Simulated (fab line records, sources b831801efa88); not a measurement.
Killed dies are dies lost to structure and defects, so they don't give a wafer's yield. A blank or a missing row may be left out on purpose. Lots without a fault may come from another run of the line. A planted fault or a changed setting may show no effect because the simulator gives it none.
Split-lot experiment | flow sky130 | 5 lots, 23 wafers read, on a route of 708 steps

THE SPLIT
At SKY_DNWELL_COAT_02 (resist thk 3000 nm), the setting spin_rpm was moved away from the recipe's 2000 rpm on 10 of the 23 wafers read, by -6.0% to +7.3%. The other wafers ran this setting at the recipe's value.

The reading is taken at the split's own step.

THE READING
coat_of_DNWELL_COAT_02.thk_nm (the simulator's own value, which no gauge read), in nm, at SKY_DNWELL_COAT_02 (resist thk 3000 nm). The file gives no usual value for it. The 13 wafers here that ran the recipe average 3001 nm, standard deviation 3.4 nm.

wafer  | tool, chamber at the split | spin_rpm as run, rpm | against the recipe | coat_of_DNWELL_COAT_02.thk_nm, nm | against lot-mates on the recipe
L074.1 | litho_track-03, 0          | 2000                 | recipe             | 3001                              | -
L074.3 | litho_track-03, 0          | 2000                 | recipe             | 2992                              | -
L074.4 | litho_track-03, 0          | 1892                 | -5.4%              | 3080                              | +82
L074.5 | litho_track-03, 0          | 2000                 | recipe             | 3000                              | -
L074.6 | litho_track-03, 0          | 1892                 | -5.4%              | 3082                              | +84
L076.1 | litho_track-02, 0          | 2000                 | recipe             | 3005                              | -
L076.2 | litho_track-02, 0          | 2000                 | recipe             | 3004                              | -
L076.6 | litho_track-02, 0          | 2000                 | recipe             | 3002                              | -
L077.1 | litho_track-03, 0          | 2147                 | +7.3%              | 2894                              | -110
L077.3 | litho_track-03, 0          | 2147                 | +7.3%              | 2898                              | -106
L077.4 | litho_track-03, 0          | 2000                 | recipe             | 3005                              | -
L077.5 | litho_track-03, 0          | 2000                 | recipe             | 3003                              | -
L077.6 | litho_track-03, 0          | 2147                 | +7.3%              | 2897                              | -107
L081.1 | litho_track-02, 0          | 1880                 | -6.0%              | 3095                              | +95
L081.2 | litho_track-02, 0          | 1880                 | -6.0%              | 3094                              | +94
L081.3 | litho_track-02, 0          | 2000                 | recipe             | 3000                              | -
L081.4 | litho_track-02, 0          | 2000                 | recipe             | 3001                              | -
L081.6 | litho_track-02, 0          | 2000                 | recipe             | 2999                              | -
L083.1 | litho_track-03, 0          | 1945                 | -2.7%              | 3037                              | +35
L083.2 | litho_track-03, 0          | 1945                 | -2.7%              | 3039                              | +37
L083.3 | litho_track-03, 0          | 1945                 | -2.7%              | 3035                              | +33
L083.4 | litho_track-03, 0          | 2000                 | recipe             | 3005                              | -
L083.6 | litho_track-03, 0          | 2000                 | recipe             | 2999                              | -

THE FIT
A straight line over all 23 wafers: coat_of_DNWELL_COAT_02.thk_nm changes by -14.6 nm for each +1% of spin_rpm; r = -1.00; the points scatter about the line by 3.8 nm.
The same after taking each lot's own level away (the mean of its wafers on the recipe; 23 wafers): -14.9 nm for each +1%; r = -1.00; scatter 3.7 nm.
On that fit, the largest move of spin_rpm shifts the reading by 1.1e+02 nm.
The lots' own levels span 2997.7 to 3004.0 nm, that is 1.9 times the standard deviation above.
So the lot-to-lot level changes the slope little: the two slopes agree.
Check: with one of the wafers moved furthest among these (+7.3%) left out of the fit, the line predicts -109 nm for it against its lot-mates. It came out at -110 nm against them.

OTHER SPLITS ON THESE WAFERS
These wafers also went through other splits before the reading. Each is held against what the fit with the lots' levels taken away leaves over:
other split on the same wafers      | wafers away from the commonest value | r with coat_of_DNWELL_COAT_02.thk_nm (lot level and that fit taken away)
SKY_FIELD_ISO_COAT_08 resist_thk_nm | 9                                    | +0.15

THE WHOLE CHAIN: every reading that the file lists as answering this split, in the file's order
step                | what it does       | reading                                                                        | change (the file's fit)              | r (the file's)
SKY_DNWELL_COAT_02  | resist thk 3000 nm | coat_of_DNWELL_COAT_02.thk_nm (the simulator's own value, which no gauge read) | -15 nm for each +1% of the setting   | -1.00
SKY_DNWELL_STRIP_08 | strips in O2/N2    | strip_time_to_endpoint_s                                                       | withheld for each +1% of the setting | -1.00

THE FILE'S OWN FIT
coat_of_DNWELL_COAT_02.thk_nm changes by -15 nm for each +1% of spin_rpm, r = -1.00.
